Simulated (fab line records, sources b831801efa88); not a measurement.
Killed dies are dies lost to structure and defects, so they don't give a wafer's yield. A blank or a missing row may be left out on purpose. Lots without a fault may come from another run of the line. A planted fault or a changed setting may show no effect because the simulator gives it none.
Which tool did it? | flow sky130 | 14 lots, 42 wafers sampled, at 5 steps of a route of 708

WHAT THE GAUGES READ, wafer by wafer
SKY_CAPM_OVL_MEAS_12.
lot  | measured     | on         | CAPM_OVL (nm)
L836 | day 36 21:29 | overlay-02 | -1.8 -1.1 -4.1
L837 | day 37 14:16 | overlay-01 | -0.6 -1.2 -2.8
L838 | day 38 01:41 | overlay-01 | -1.7 -1.8 -2.6
L839 | day 38 05:57 | overlay-01 | 1.3 0.0 -1.5
L840 | day 38 12:27 | overlay-01 | -1.2 -0.8 0.1
L841 | day 39 03:20 | overlay-02 | -0.9 0.4 -0.9
L842 | day 39 17:30 | overlay-01 | -0.4 -2.8 1.7
L843 | day 39 20:47 | overlay-01 | -0.4 -0.4 -0.3
L844 | day 39 22:10 | overlay-01 | -1.8 -1.6 -1.1
L852 | day 42 09:10 | overlay-02 | -2.4 -2.9 -2.4
L855 | day 43 02:14 | overlay-02 | 0.1 -0.4 0.7
L856 | day 43 06:43 | overlay-02 | -1.8 -0.7 -0.8
L857 | day 43 13:44 | overlay-02 | 1.1 -0.3 0.4
L859 | day 44 05:41 | overlay-01 | -1.2 -1.3 -1.2

SKY_METAL3_OVL_MEAS_14.
lot  | measured     | on         | METAL3_OVL (nm)
L836 | day 38 01:51 | overlay-02 | -2 -6 -3
L837 | day 38 16:53 | overlay-01 | 6 0 7
L838 | day 39 03:48 | overlay-01 | -2 5 8
L839 | day 39 07:04 | overlay-01 | 3 -9 3
L840 | day 39 14:28 | overlay-01 | -10 -2 -6
L841 | day 40 04:24 | overlay-02 | -6 4 13
L842 | day 40 18:57 | overlay-01 | -12 4 -10
L843 | day 40 22:08 | overlay-01 | -1 -8 -3
L844 | day 40 23:05 | overlay-01 | 2 -5 -1
L852 | day 43 09:35 | overlay-02 | 7 -4 0
L855 | day 44 01:30 | overlay-02 | 1 6 2
L856 | day 44 06:01 | overlay-01 | -9 2 -3
L857 | day 44 12:42 | overlay-01 | -9 4 -3
L859 | day 45 04:47 | overlay-01 | 4 -9 -11

SKY_VIA4_RS_MEAS_19: measures by four-point-probe.
lot  | measured     | on            | VIA4_W_RS (ohm/sq)
L836 | day 42 09:51 | film_metro-02 | 0.2267 0.2271 0.2288
L837 | day 42 23:00 | film_metro-01 | 0.2255 0.2299 0.2269
L838 | day 43 10:05 | film_metro-01 | 0.2289 0.2259 0.2273
L839 | day 43 13:20 | film_metro-03 | 0.2288 0.2278 0.2273
L840 | day 43 20:01 | film_metro-02 | 0.2285 0.2263 0.2262
L841 | day 44 09:10 | film_metro-01 | 0.1121 0.1129 0.1106 0.1122 0.1133 0.1106
L842 | day 44 22:17 | film_metro-02 | 0.1123 0.1112 0.1121 0.1120 0.1113 0.1123
L843 | day 44 23:00 | film_metro-02 | 0.2264 0.2239 0.2255
L844 | day 45 01:07 | film_metro-01 | 0.1133 0.1118 0.1119 0.1133 0.1115 0.1119
L852 | day 47 07:37 | film_metro-02 | 0.2275 0.2265 0.2254
L855 | day 47 16:43 | film_metro-02 | 0.2259 0.2262 0.2265
L856 | day 47 23:11 | film_metro-02 | 0.2260 0.2305 0.2250
L857 | day 48 05:37 | film_metro-02 | 0.2284 0.2267 0.2291
L859 | day 48 20:57 | film_metro-01 | 0.2290 0.2257 0.2251

SKY_VIA4_THK_MEAS_20: measures by xrf.
lot  | measured     | on            | VIA4_W_THK (nm)
L836 | day 42 09:58 | film_metro-02 | 491 489 488
L837 | day 42 23:07 | film_metro-01 | 496 486 492
L838 | day 43 10:13 | film_metro-01 | 488 496 492
L839 | day 43 13:26 | film_metro-03 | 489 495 494
L840 | day 43 20:06 | film_metro-02 | 488 492 495
L843 | day 44 23:07 | film_metro-02 | 491 497 493
L852 | day 47 07:44 | film_metro-02 | 492 493 497
L855 | day 47 16:50 | film_metro-02 | 494 495 492
L856 | day 47 23:18 | film_metro-02 | 496 486 496
L857 | day 48 05:43 | film_metro-02 | 482 488 483
L859 | day 48 21:04 | film_metro-01 | 487 493 494

WHICH TOOL RAN EACH LOT (tool, then ch and the chambers of the sampled wafers, then the start)
lot  | SKY_VIA4_CVD_18
L836 | cvd_w-01 ch 0, day 42 09:42
L837 | cvd_w-02 ch 0, day 42 22:51
L838 | cvd_w-02 ch 0,1, day 43 09:56
L839 | cvd_w-02 ch 0,1, day 43 13:11
L840 | cvd_w-02 ch 0,1, day 43 19:51
L841 | cvd_w-02 ch 0,1, day 44 08:41
L842 | cvd_w-02 ch 0,1, day 44 21:49
L843 | cvd_w-02 ch 0,1, day 44 22:51
L844 | cvd_w-02 ch 0,1, day 45 00:39
L852 | cvd_w-02 ch 0,1, day 47 07:28
L855 | cvd_w-02 ch 1, day 47 16:25
L856 | cvd_w-02 ch 0,1, day 47 23:02
L857 | cvd_w-02 ch 0,1, day 48 05:26
L859 | cvd_w-01 ch 0,1, day 48 20:48
- SKY_VIA4_CVD_18: deposits W, target thk 505 nm, time 152.14 s.

WHAT THE TOOLS THEMSELVES READ (means of the sampled wafers that have a number; where no wafer has one, the mark that the record gives instead)
SKY_VIA4_CVD_18.
lot  | tool     | heater_power_w (W) | susceptor_temp_C (C)
L836 | cvd_w-01 | 934                | 400.09
L837 | cvd_w-02 | 1016               | 400.15
L838 | cvd_w-02 | 862                | 399.97
L839 | cvd_w-02 | 946                | 399.97
L840 | cvd_w-02 | 940                | 400.01
L841 | cvd_w-02 | 845                | 399.88
L842 | cvd_w-02 | 938                | 400.03
L843 | cvd_w-02 | 954                | 399.99
L844 | cvd_w-02 | 858                | 400.07
L852 | cvd_w-02 | 949                | 400.09
L855 | cvd_w-02 | 743                | 400.02
L856 | cvd_w-02 | 858                | 400.08
L857 | cvd_w-02 | 856                | 399.96
L859 | cvd_w-01 | 908                | 399.97

THE ANSWER, worked out from the rows above alone
Rule: what is usual is taken from the lots themselves. Put in order of their means at a reading, lots are off if they are a third of the lots or fewer, leave a main group of 4 or more, and stand apart from it by a gap of 3 or more times the standard deviation of the main group's means; of several such gaps the widest counts. A main group whose means are all the same, to the digits that the tables above print for the reading, isn't used. A lot without any number at a reading at which 4 lots or more have one is off too. The other lots that the step has rows for count as sound. The gauges are gone through in route order, then the tools' own readings, and for those a lot's mean is taken as printed above. The first step at which some lot is off is used, and at that step the reading that is off furthest; a lot without a number counts as furthest.
Off: L841, L842, L844, at SKY_VIA4_RS_MEAS_19 (VIA4_W_RS). The main group: mean 0.2270 ohm/sq, standard deviation 0.00079.
A tool fits if, at a process step before that reading, it ran every lot that is off, and no sound lot after the first of them. The gauges at SKY_VIA4_RS_MEAS_19 are tried like those tools. None of those tried fits.

WHAT THE SIMULATOR HAD PUT IN
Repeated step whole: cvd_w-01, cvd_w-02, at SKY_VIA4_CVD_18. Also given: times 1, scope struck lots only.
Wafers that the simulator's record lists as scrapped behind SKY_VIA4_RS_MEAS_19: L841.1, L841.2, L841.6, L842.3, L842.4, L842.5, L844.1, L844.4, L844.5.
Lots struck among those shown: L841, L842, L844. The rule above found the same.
